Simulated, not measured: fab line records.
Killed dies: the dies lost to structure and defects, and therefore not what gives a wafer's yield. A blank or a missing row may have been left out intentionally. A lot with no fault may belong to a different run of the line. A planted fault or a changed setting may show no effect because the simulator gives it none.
Chamber matching | flow sky130 | cmp-01 running SKY_VIA2_CMP_24: 4 sister chambers
The step polishes, stops on SiO2, t overpolish 20 s, target thk 0 nm. 14 wafers are shown with their chamber, then 7 later ones without.

== WAFERS PAIRED WITH THEIR CHAMBERS ==
wafer  | chamber | motorCurrentA (A) | retainingRingPressureFrac | timeToEndpointS (s)
L489.1 | 0       | 11.1              | 0.998                     | 101
L489.3 | 1       | 11.0              | 1.001                     | 103
L489.6 | 1       | 10.2              | 1.009                     | 103
L494.1 | 2       | 11.8              | 0.986                     | 107
L494.4 | 3       | 10.7              | 0.997                     | 103
L494.6 | 3       | 11.2              | 0.996                     | 104
L496.1 | 3       | 10.7              | 1.005                     | 104
L496.3 | 0       | 10.9              | 1.005                     | 104
L496.5 | 0       | 10.9              | 1.010                     | 104
L498.3 | 2       | 12.2              | 1.002                     | 104
L498.4 | 3       | 10.9              | 1.002                     | 101
L498.5 | 2       | 12.5              | 0.996                     | 102
L508.2 | 2       | 12.6              | 1.002                     | 103
L508.3 | 0       | 11.4              | 1.006                     | 103

SIGNATURES, as means of the wafers listed above
reading                   | chamber 0 | chamber 1 | chamber 2 | chamber 3 | scatter within a chamber
motorCurrentA             | 11.075    | 10.600    | 12.275    | 10.875    | 0.323
retainingRingPressureFrac | 1.00475   | 1.00500   | 0.99650   | 1.00000   | 0.00576
timeToEndpointS           | 103.00    | 103.00    | 104.00    | 103.00    | 1.61
Rule: for a wafer and a chamber, the distance is found by dividing, reading by reading, the gap between the wafer's reading and the chamber's mean by the reading's scatter, squaring, summing and taking the root. The wafer belongs to the nearest chamber; if the next one is less than 2 further off, it can't be placed. The scatter: the root of (the sum of the squares of (reading less its chamber's mean) over the shown wafers, divided by (wafers less chambers)).

== WAFERS WHOSE CHAMBER IS MISSING ==
wafer  | motorCurrentA (A) | retainingRingPressureFrac | timeToEndpointS (s)
L508.6 | 10.6              | 0.988                     | 104
L509.1 | 10.8              | 0.998                     | 113
L509.3 | 11.1              | 1.006                     | 102
L509.6 | 10.6              | 1.010                     | 111
L510.2 | 12.1              | 0.997                     | 104
L510.3 | 11.0              | 1.007                     | 100
L510.4 | 10.9              | 1.006                     | 107

== THE CHAMBER EACH PASSED THROUGH ==
wafer  | from the rows above               | in truth
L508.6 | can't be placed: 3 or 1 or 0      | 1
L509.1 | can't be placed: 3 or 1 or 0 or 2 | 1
L509.3 | can't be placed: 0 or 3 or 1      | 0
L509.6 | can't be placed: 1 or 0 or 3      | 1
L510.2 | 2                                 | 2
L510.3 | can't be placed: 0 or 3 or 1      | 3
L510.4 | can't be placed: 0 or 1 or 3      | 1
Placed correctly: 1 of 7. From these rows, 6 cannot be placed; in 6 the true chamber is one of the candidates. Number placed wrongly: 0.
